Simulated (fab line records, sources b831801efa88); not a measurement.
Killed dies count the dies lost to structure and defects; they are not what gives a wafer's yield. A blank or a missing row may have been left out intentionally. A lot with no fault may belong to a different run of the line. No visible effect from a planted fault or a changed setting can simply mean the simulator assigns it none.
The tool behind it: which one?    flow sky130    at 1 step of a route of 708, 7 lots with 21 wafers sampled

## WHAT THE GAUGES SHOWED, per wafer
SKY_CAP2M_THK_MEAS_01.
lot   measured      on             CAP2M_CVD_00_THK (nm)
L630  day 40 01:51  film metro-02  15.39 15.39 15.45
L632  day 40 15:43  film metro-04  15.53 15.80 15.77
L635  day 41 15:50  film metro-01  15.33 15.48 15.67
L636  day 42 04:47  film metro-04  15.39 15.45 15.68
L638  day 42 22:22  film metro-04  15.24 15.49 15.43
L646  day 44 16:57  film metro-01  15.40 15.44 15.46
L651  day 46 02:34  film metro-02  15.59 15.42 15.67

## TOOL THAT RAN EACH LOT (tool first, then ch and the chambers of the sampled wafers, then the start)
Before these readings, the record contains no process step.

## THE ANSWER, worked out from the rows above alone
Rule: usual is defined by the lots themselves. The widest of any qualifying gaps counts: lots, ordered by their means at a reading, are off when they make up no more than a third of the lots, leave a main group of 4 or more, and stand apart from it by 3 or more times the standard deviation of that group's means. Not used: any main group whose means are identical at the precision the tables above print for the reading. Also off: a lot with no number at a reading for which 4 or more lots have one. Any other lot the step has rows for is counted as sound.
No lot is off at any reading shown: from this, nothing can be told.

## WHAT THE SIMULATOR PUT IN
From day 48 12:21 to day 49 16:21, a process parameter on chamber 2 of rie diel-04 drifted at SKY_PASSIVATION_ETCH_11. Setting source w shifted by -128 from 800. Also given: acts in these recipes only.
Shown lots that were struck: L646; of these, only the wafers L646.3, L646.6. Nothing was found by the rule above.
